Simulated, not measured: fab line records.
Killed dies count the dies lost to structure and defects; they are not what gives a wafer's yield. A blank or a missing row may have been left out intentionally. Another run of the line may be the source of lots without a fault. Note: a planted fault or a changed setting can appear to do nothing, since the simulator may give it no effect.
The tool behind it: which one? / flow gf180mcu / Sampling: 6 lots, 18 wafers, 3 of 602 route steps

== WHAT THE GAUGES READ, wafer by wafer ==
GF_HV_LDD_TW_MEAS_38.
lot=L320; measured=day 12 06:40; on=filmMetro-04; HV_LDD_3_TW=1435 1432 1431
lot=L322; measured=day 13 03:13; on=filmMetro-01; HV_LDD_3_TW=1420 1409 1419
lot=L324; measured=day 13 14:35; on=filmMetro-01; HV_LDD_3_TW=1423 1409 1410
lot=L326; measured=day 14 05:43; on=filmMetro-04; HV_LDD_3_TW=1441 1434 1443
lot=L334; measured=day 17 02:26; on=filmMetro-04; HV_LDD_3_TW=1443 1444 1439
lot=L337; measured=day 17 19:56; on=filmMetro-04; HV_LDD_3_TW=1553 1546 1548

== EACH LOT AND THE TOOL THAT RAN IT (in order: tool; ch and the chambers of the sampled wafers; start) ==
lot=L320; GF_POLY_GATE_ETCH_12=rieDiel-02 ch 0,1, day 9 18:41; GF_HV_LDD_IMPLANT_34=implanter-02 ch 0, day 12 06:08
lot=L322; GF_POLY_GATE_ETCH_12=rieDiel-04 ch 1,2,3, day 10 15:10; GF_HV_LDD_IMPLANT_34=implanter-04 ch 0, day 13 02:43
lot=L324; GF_POLY_GATE_ETCH_12=rieDiel-02 ch 0,2, day 11 02:29; GF_HV_LDD_IMPLANT_34=implanter-02 ch 0, day 13 14:02
lot=L326; GF_POLY_GATE_ETCH_12=rieDiel-01 ch 1,3, day 11 15:17; GF_HV_LDD_IMPLANT_34=implanter-03 ch 0, day 14 05:12
lot=L334; GF_POLY_GATE_ETCH_12=rieDiel-02 ch 0,3, day 14 03:45; GF_HV_LDD_IMPLANT_34=implanter-03 ch 0, day 17 01:55
lot=L337; GF_POLY_GATE_ETCH_12=rieDiel-01 ch 0,1,2, day 14 21:32; GF_HV_LDD_IMPLANT_34=implanter-04 ch 0, day 17 19:05
- GF_POLY_GATE_ETCH_12: etches BARC in N2/H2.
- GF_HV_LDD_IMPLANT_34

== THE ANSWER, worked out from the rows above alone ==
Rule: what is usual is taken from the lots themselves. The widest of any qualifying gaps counts: lots, ordered by their means at a reading, are off when they make up no more than a third of the lots, leave a main group of 4 or more, and stand apart from it by 3 or more times the standard deviation of that group's means. A main group is skipped when, at the precision printed for the reading in the tables above, its means are all equal. Also off: a lot with no number at a reading for which 4 or more lots have one. The other lots that the step has rows for count as sound.
Off: L337, seen at GF_HV_LDD_TW_MEAS_38 (HV_LDD_3_TW). The main group: mean 1429, standard deviation 12.
A tool fits if, at a process step before that reading, it ran every lot that is off, and no sound lot after the first of them. Gauges at GF_HV_LDD_TW_MEAS_38: tried the same way as those tools. Can't be told from this: 3 tools fit, rieDiel-01 at GF_POLY_GATE_ETCH_12, implanter-04 at GF_HV_LDD_IMPLANT_34, filmMetro-04 at GF_HV_LDD_TW_MEAS_38.

== WHAT THE SIMULATOR HAD PUT IN ==
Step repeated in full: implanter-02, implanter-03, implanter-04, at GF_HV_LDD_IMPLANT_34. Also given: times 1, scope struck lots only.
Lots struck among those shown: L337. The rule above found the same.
